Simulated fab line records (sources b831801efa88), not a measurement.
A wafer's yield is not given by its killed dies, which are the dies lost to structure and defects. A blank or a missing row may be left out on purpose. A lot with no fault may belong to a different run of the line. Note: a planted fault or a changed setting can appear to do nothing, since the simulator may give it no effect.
A lot that was struck, set against a sound lot | flow sky130 | 14 out of 708 route steps
Sound: the wafers L976.1, L976.4, L976.6. Struck: wafers L982.1, L982.2, L982.6. Last of all comes the cause.
Order at every step that has rows: each side's tool, ch and its chambers, its first start. Under that, the readings that differ: sound wafers | struck wafers | difference of the means | sigmas: that difference in standard deviations of wafers without a fault.
alike: readings with means less than 2 such deviations apart, plus words and numbers identical on both sides. not compared: withheld readings, readings lacking a value on some wafer, bounds such as >300 that could conceal the same value, and numbers that have no deviation in the record and whose values overlap.
The two part at a step that has a row with sigmas, a row that says differs or no value, or rows on one side only. Non-overlapping numbers with no deviation appear without sigmas and do not part them. A reading that every wafer of one side lacks parts them only if that side has two wafers or more.

first, 3 steps without rows for these wafers: SKY_LDD_HVP_EXPOSE_04 (exposes mask HVPTM, target cd 700 nm); SKY_LDD_HVP_PEB_05; SKY_LDD_HVP_DEVELOP_06 (develop time 60 s).
SKY_LDD_HVP_OVL_MEAS_07:
  sound on overlay-02, day 26 05:17; struck on overlay-02, day 27 21:23
  alike: LDD_HVP_OVL
after that, 1 step had no rows for these wafers: SKY_LDD_HVP_IMPLANT_08.
SKY_LDD_HVP_STRIP_09: strips in O2/N2.
  sound on plasma asher-03 ch 0,1, day 26 05:28; struck on plasma asher-03 ch 0,1, day 27 21:34
  reading               | sound             | struck            | difference | sigmas
  oes product au (a.u.) | 0.409 0.406 0.403 | 0.408 0.414 0.422 | +0.009     | +2
  alike: drypump motor current A, strip time to endpoint s
  not compared: rf hours counter h
SKY_LDD_HVP_TW_MEAS_10:
  sound on film metro-02, day 26 05:34; struck on film metro-01, day 27 21:40
  alike: LDD_HVP_TW
then, 5 steps without rows for these wafers: SKY_LDD_LDN_DEHYDRATE_00 (time 60 s); SKY_LDD_LDN_HMDS_01 (prime time 60 s); SKY_LDD_LDN_COAT_02 (resist thk 1140 nm); SKY_LDD_LDN_SOFTBAKE_03 (time 60 s); SKY_LDD_LDN_EXPOSE_04 (exposes mask LDNTM, target cd 700 nm).
SKY_LDD_LDN_PEB_05:
  sound on litho track-04 ch 0, day 27 11:02; struck on litho track-03, day 29 01:01
  reading         | sound          | struck | difference                    | sigmas
  exhaust pa (Pa) | 46.2 45.6 45.5 | - - -  | no value on the struck wafers |
  not compared: chill plate temp C
then, 1 step without rows for these wafers: SKY_LDD_LDN_DEVELOP_06 (develop time 60 s).

WHERE THEY PART
At SKY_LDD_HVP_STRIP_09 first; at SKY_LDD_LDN_PEB_05 last (within this record only).

WHY: what had been put in by the simulator
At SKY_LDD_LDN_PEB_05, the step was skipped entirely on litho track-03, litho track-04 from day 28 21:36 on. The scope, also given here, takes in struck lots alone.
